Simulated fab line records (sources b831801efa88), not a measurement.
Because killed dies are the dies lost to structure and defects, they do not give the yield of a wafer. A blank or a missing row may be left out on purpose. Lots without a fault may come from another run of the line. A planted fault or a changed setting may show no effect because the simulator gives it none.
Which tool is to blame? / flow gf180mcu / 12 lots with 36 wafers sampled at 6 steps, on a route of 602 steps

## WHAT THE GAUGES SHOWED, per wafer
GF_HV_LDD_TW_MEAS_38.
lot=L110; measured=day 11 11:25; on=film-metro-04; HV_LDD_3_TW=1481 1482 1479
lot=L118; measured=day 13 22:11; on=film-metro-03; HV_LDD_3_TW=1445 1448 1436
lot=L121; measured=day 15 02:10; on=film-metro-01; HV_LDD_3_TW=1411 1407 1416
lot=L125; measured=day 16 09:50; on=film-metro-04; HV_LDD_3_TW=1490 1482 1484
lot=L126; measured=day 17 02:06; on=film-metro-03; HV_LDD_3_TW=1443 1449 1451
lot=L127; measured=day 17 08:07; on=film-metro-04; HV_LDD_3_TW=1476 1482 1476
lot=L128; measured=day 17 14:39; on=film-metro-04; HV_LDD_3_TW=1479 1480 1482
lot=L129; measured=day 17 21:22; on=film-metro-01; HV_LDD_3_TW=1407 1413 1410
lot=L130; measured=day 18 03:23; on=film-metro-03; HV_LDD_3_TW=1436 1445 1442
lot=L131; measured=day 18 13:46; on=film-metro-03; HV_LDD_3_TW=1436 1445 1444
lot=L132; measured=day 18 18:46; on=film-metro-03; HV_LDD_3_TW=1440 1441 1446
lot=L133; measured=day 19 02:29; on=film-metro-04; HV_LDD_3_TW=1478 1482 1477

GF_PSD_RS_MEAS_14: measures by four-point-probe.
lot=L110; measured=day 14 03:20; on=film-metro-03; NSD_RS (ohm/sq)=46.15 46.21 46.15
lot=L118; measured=day 16 19:55; on=film-metro-01; NSD_RS (ohm/sq)=40.93 41.01 40.99
lot=L121; measured=day 18 00:08; on=film-metro-02; NSD_RS (ohm/sq)=40.95 40.93 41.01
lot=L125; measured=day 19 11:28; on=film-metro-03; NSD_RS (ohm/sq)=46.11 46.14 46.08
lot=L126; measured=day 20 04:40; on=film-metro-03; NSD_RS (ohm/sq)=46.05 46.08 46.11
lot=L127; measured=day 20 09:52; on=film-metro-01; NSD_RS (ohm/sq)=46.04 46.07 46.08
lot=L128; measured=day 20 15:57; on=film-metro-01; NSD_RS (ohm/sq)=46.12 46.07 46.04
lot=L129; measured=day 21 00:16; on=film-metro-01; NSD_RS (ohm/sq)=46.07 45.97 46.14
lot=L130; measured=day 21 06:49; on=film-metro-02; NSD_RS (ohm/sq)=46.12 46.16 46.11
lot=L131; measured=day 21 17:06; on=film-metro-02; NSD_RS (ohm/sq)=46.21 46.25 46.22
lot=L132; measured=day 21 22:26; on=film-metro-02; NSD_RS (ohm/sq)=46.13 46.10 46.31
lot=L133; measured=day 22 07:07; on=film-metro-02; NSD_RS (ohm/sq)=46.12 46.11 46.12

GF_PSD_RS_MEAS_15: measures by four-point-probe.
lot=L110; measured=day 14 03:28; on=film-metro-03; PSD_RS (ohm/sq)=108.4 108.4 108.5
lot=L118; measured=day 16 20:02; on=film-metro-01; PSD_RS (ohm/sq)=94.0 93.8 93.6
lot=L121; measured=day 18 00:16; on=film-metro-02; PSD_RS (ohm/sq)=94.0 93.7 93.9
lot=L125; measured=day 19 11:35; on=film-metro-03; PSD_RS (ohm/sq)=108.5 108.6 108.4
lot=L126; measured=day 20 04:47; on=film-metro-03; PSD_RS (ohm/sq)=109.1 108.5 108.5
lot=L127; measured=day 20 09:59; on=film-metro-01; PSD_RS (ohm/sq)=108.5 108.1 108.3
lot=L128; measured=day 20 16:04; on=film-metro-01; PSD_RS (ohm/sq)=108.7 108.7 108.4
lot=L129; measured=day 21 00:23; on=film-metro-01; PSD_RS (ohm/sq)=108.2 108.3 108.8
lot=L130; measured=day 21 06:56; on=film-metro-02; PSD_RS (ohm/sq)=108.8 108.8 109.2
lot=L131; measured=day 21 17:13; on=film-metro-02; PSD_RS (ohm/sq)=108.5 108.6 108.4
lot=L132; measured=day 21 22:34; on=film-metro-02; PSD_RS (ohm/sq)=108.3 108.2 108.5
lot=L133; measured=day 22 07:14; on=film-metro-02; PSD_RS (ohm/sq)=108.9 108.8 108.8

## TOOL THAT RAN EACH LOT (tool first, then ch and the chambers of the sampled wafers, then the start)
lot=L110; GF_HV_LDD_STRIP_49=plasma-asher-03 ch 0,1, day 12 07:06; GF_PSD_STRIP_10=plasma-asher-03 ch 0,1, day 14 03:02; GF_PSD_RTA_13=rtp-anneal-02 ch 0, day 14 03:15
lot=L118; GF_HV_LDD_STRIP_49=plasma-asher-03 ch 0,1, day 14 19:57; GF_PSD_STRIP_10=plasma-asher-04 ch 0,1, day 16 19:36; GF_PSD_RTA_13=rtp-anneal-02 ch 0, day 16 19:49
lot=L121; GF_HV_LDD_STRIP_49=plasma-asher-01 ch 1, day 15 23:41; GF_PSD_STRIP_10=plasma-asher-02 ch 0, day 17 23:50; GF_PSD_RTA_13=rtp-anneal-02 ch 0, day 18 00:03
lot=L125; GF_HV_LDD_STRIP_49=plasma-asher-03 ch 0, day 17 08:59; GF_PSD_STRIP_10=plasma-asher-02 ch 0,1, day 19 11:09; GF_PSD_RTA_13=rtp-anneal-01 ch 0, day 19 11:22
lot=L126; GF_HV_LDD_STRIP_49=plasma-asher-01 ch 0,1, day 18 01:09; GF_PSD_STRIP_10=plasma-asher-02 ch 0,1, day 20 04:22; GF_PSD_RTA_13=rtp-anneal-01 ch 0, day 20 04:35
lot=L127; GF_HV_LDD_STRIP_49=plasma-asher-02 ch 0,1, day 18 06:36; GF_PSD_STRIP_10=plasma-asher-02 ch 1, day 20 09:33; GF_PSD_RTA_13=rtp-anneal-01 ch 0, day 20 09:46
lot=L128; GF_HV_LDD_STRIP_49=plasma-asher-02 ch 0,1, day 18 13:44; GF_PSD_STRIP_10=plasma-asher-04 ch 0,1, day 20 15:33; GF_PSD_RTA_13=rtp-anneal-01 ch 0, day 20 15:52
lot=L129; GF_HV_LDD_STRIP_49=plasma-asher-02 ch 0,1, day 18 20:26; GF_PSD_STRIP_10=plasma-asher-04 ch 0,1, day 20 23:58; GF_PSD_RTA_13=rtp-anneal-01 ch 0, day 21 00:11
lot=L130; GF_HV_LDD_STRIP_49=plasma-asher-01 ch 0,1, day 19 02:52; GF_PSD_STRIP_10=plasma-asher-04 ch 0,1, day 21 06:30; GF_PSD_RTA_13=rtp-anneal-01 ch 0, day 21 06:43
lot=L131; GF_HV_LDD_STRIP_49=plasma-asher-02 ch 0,1, day 19 14:14; GF_PSD_STRIP_10=plasma-asher-04 ch 0,1, day 21 16:47; GF_PSD_RTA_13=rtp-anneal-01 ch 0, day 21 17:01
lot=L132; GF_HV_LDD_STRIP_49=plasma-asher-01 ch 0,1, day 19 18:51; GF_PSD_STRIP_10=plasma-asher-02 ch 0,1, day 21 22:07; GF_PSD_RTA_13=rtp-anneal-01 ch 0, day 21 22:21
lot=L133; GF_HV_LDD_STRIP_49=plasma-asher-01 ch 0,1, day 20 03:11; GF_PSD_STRIP_10=plasma-asher-03 ch 0,1, day 22 06:47; GF_PSD_RTA_13=rtp-anneal-02 ch 0, day 22 07:01
- GF_HV_LDD_STRIP_49: strips in O2/N2.
- GF_PSD_STRIP_10: strips in O2/N2.
- GF_PSD_RTA_13: time 20 s.

## WHAT THE TOOLS THEMSELVES READ (means of the sampled wafers that have a number; where no wafer has one, the mark that the record gives instead)
GF_HV_LDD_STRIP_49.
lot=L110; tool=plasma-asher-03; drypump-motor-current-A (A)=5.7; heater-power-w (W)=348; oes-product-au (a.u.)=0.720; strip-time-to-endpoint-s (s)=12.63
lot=L118; tool=plasma-asher-03; drypump-motor-current-A (A)=5.7; heater-power-w (W)=345; oes-product-au (a.u.)=0.712; strip-time-to-endpoint-s (s)=12.61
lot=L121; tool=plasma-asher-01; drypump-motor-current-A (A)=6.6; heater-power-w (W)=375; oes-product-au (a.u.)=0.711; strip-time-to-endpoint-s (s)=12.61
lot=L125; tool=plasma-asher-03; drypump-motor-current-A (A)=6.1; heater-power-w (W)=369; oes-product-au (a.u.)=0.717; strip-time-to-endpoint-s (s)=12.66
lot=L126; tool=plasma-asher-01; drypump-motor-current-A (A)=5.7; heater-power-w (W)=342; oes-product-au (a.u.)=0.716; strip-time-to-endpoint-s (s)=12.57
lot=L127; tool=plasma-asher-02; drypump-motor-current-A (A)=5.4; heater-power-w (W)=330; oes-product-au (a.u.)=0.711; strip-time-to-endpoint-s (s)=12.66
lot=L128; tool=plasma-asher-02; drypump-motor-current-A (A)=5.7; heater-power-w (W)=336; oes-product-au (a.u.)=0.717; strip-time-to-endpoint-s (s)=12.69
lot=L129; tool=plasma-asher-02; drypump-motor-current-A (A)=5.5; heater-power-w (W)=333; oes-product-au (a.u.)=0.716; strip-time-to-endpoint-s (s)=12.60
lot=L130; tool=plasma-asher-01; drypump-motor-current-A (A)=5.7; heater-power-w (W)=349; oes-product-au (a.u.)=0.719; strip-time-to-endpoint-s (s)=12.64
lot=L131; tool=plasma-asher-02; drypump-motor-current-A (A)=5.7; heater-power-w (W)=333; oes-product-au (a.u.)=0.720; strip-time-to-endpoint-s (s)=12.68
lot=L132; tool=plasma-asher-01; drypump-motor-current-A (A)=6.2; heater-power-w (W)=365; oes-product-au (a.u.)=0.715; strip-time-to-endpoint-s (s)=12.58
lot=L133; tool=plasma-asher-01; drypump-motor-current-A (A)=6.2; heater-power-w (W)=365; oes-product-au (a.u.)=0.714; strip-time-to-endpoint-s (s)=12.65

GF_PSD_STRIP_10.
lot=L110; tool=plasma-asher-03; drypump-motor-current-A (A)=5.2; heater-power-w (W)=323; oes-product-au (a.u.)=0.589; strip-time-to-endpoint-s (s)=16.57
lot=L118; tool=plasma-asher-04; drypump-motor-current-A (A)=6.0; heater-power-w (W)=331; oes-product-au (a.u.)=0.591; strip-time-to-endpoint-s (s)=16.55
lot=L121; tool=plasma-asher-02; drypump-motor-current-A (A)=5.9; heater-power-w (W)=339; oes-product-au (a.u.)=0.597; strip-time-to-endpoint-s (s)=16.59
lot=L125; tool=plasma-asher-02; drypump-motor-current-A (A)=5.4; heater-power-w (W)=330; oes-product-au (a.u.)=0.589; strip-time-to-endpoint-s (s)=16.58
lot=L126; tool=plasma-asher-02; drypump-motor-current-A (A)=5.7; heater-power-w (W)=334; oes-product-au (a.u.)=0.595; strip-time-to-endpoint-s (s)=16.49
lot=L127; tool=plasma-asher-02; drypump-motor-current-A (A)=5.2; heater-power-w (W)=320; oes-product-au (a.u.)=0.591; strip-time-to-endpoint-s (s)=16.51
lot=L128; tool=plasma-asher-04; drypump-motor-current-A (A)=6.0; heater-power-w (W)=328; oes-product-au (a.u.)=0.593; strip-time-to-endpoint-s (s)=16.55
lot=L129; tool=plasma-asher-04; drypump-motor-current-A (A)=6.0; heater-power-w (W)=328; oes-product-au (a.u.)=0.592; strip-time-to-endpoint-s (s)=16.51
lot=L130; tool=plasma-asher-04; drypump-motor-current-A (A)=6.0; heater-power-w (W)=342; oes-product-au (a.u.)=0.593; strip-time-to-endpoint-s (s)=16.53
lot=L131; tool=plasma-asher-04; drypump-motor-current-A (A)=6.0; heater-power-w (W)=338; oes-product-au (a.u.)=0.593; strip-time-to-endpoint-s (s)=16.52
lot=L132; tool=plasma-asher-02; drypump-motor-current-A (A)=5.4; heater-power-w (W)=329; oes-product-au (a.u.)=0.596; strip-time-to-endpoint-s (s)=16.56
lot=L133; tool=plasma-asher-03; drypump-motor-current-A (A)=5.2; heater-power-w (W)=316; oes-product-au (a.u.)=0.596; strip-time-to-endpoint-s (s)=16.44

GF_PSD_RTA_13.
lot=L110; tool=rtp-anneal-02; chamber-o2-ppm=1.987; lamp-power-pct (%)=35.0; wafer_temp_C_max=1028.4
lot=L118; tool=rtp-anneal-02; chamber-o2-ppm=1.996; lamp-power-pct (%)=38.2; wafer_temp_C_max=1063.2
lot=L121; tool=rtp-anneal-02; chamber-o2-ppm=1.986; lamp-power-pct (%)=38.3; wafer_temp_C_max=1063.2
lot=L125; tool=rtp-anneal-01; chamber-o2-ppm=2.005; lamp-power-pct (%)=31.8; wafer_temp_C_max=1031.6
lot=L126; tool=rtp-anneal-01; chamber-o2-ppm=1.990; lamp-power-pct (%)=31.8; wafer_temp_C_max=1031.5
lot=L127; tool=rtp-anneal-01; chamber-o2-ppm=1.989; lamp-power-pct (%)=31.8; wafer_temp_C_max=1031.4
lot=L128; tool=rtp-anneal-01; chamber-o2-ppm=1.992; lamp-power-pct (%)=31.8; wafer_temp_C_max=1032.0
lot=L129; tool=rtp-anneal-01; chamber-o2-ppm=1.968; lamp-power-pct (%)=31.8; wafer_temp_C_max=1031.5
lot=L130; tool=rtp-anneal-01; chamber-o2-ppm=2.007; lamp-power-pct (%)=31.8; wafer_temp_C_max=1032.3
lot=L131; tool=rtp-anneal-01; chamber-o2-ppm=1.961; lamp-power-pct (%)=31.8; wafer_temp_C_max=1031.1
lot=L132; tool=rtp-anneal-01; chamber-o2-ppm=2.005; lamp-power-pct (%)=31.8; wafer_temp_C_max=1030.9
lot=L133; tool=rtp-anneal-02; chamber-o2-ppm=1.990; lamp-power-pct (%)=35.0; wafer_temp_C_max=1028.9

## THE ANSWER, worked out from the rows above alone
Rule: usual is defined by the lots themselves. The widest of any qualifying gaps counts: lots, ordered by their means at a reading, are off when they make up no more than a third of the lots, leave a main group of 4 or more, and stand apart from it by 3 or more times the standard deviation of that group's means. If all means in a main group match to the digits the tables above print for the reading, that group is not used. A lot without any number at a reading at which 4 lots or more have one is off too. The other lots that the step has rows for count as sound. First the gauges in route order, then the tools' own readings, where a lot's mean is used as printed above. The first step at which some lot is off is used, and at that step the reading that is off furthest; a lot without a number counts as furthest.
Off: L118, L121, seen at GF_PSD_RS_MEAS_14 (NSD_RS). The main group has a mean of 46.12 ohm/sq with a standard deviation of 0.053.
A tool fits if, at a process step before that reading, it ran every lot that is off, and no sound lot after the first of them. The gauges at GF_PSD_RS_MEAS_14 aren't tried: what is off there is off at GF_PSD_RTA_13 too, on other tools, and a gauge's error can't cause that. Not one of the candidates tried fits.

## WHAT THE SIMULATOR PUT IN
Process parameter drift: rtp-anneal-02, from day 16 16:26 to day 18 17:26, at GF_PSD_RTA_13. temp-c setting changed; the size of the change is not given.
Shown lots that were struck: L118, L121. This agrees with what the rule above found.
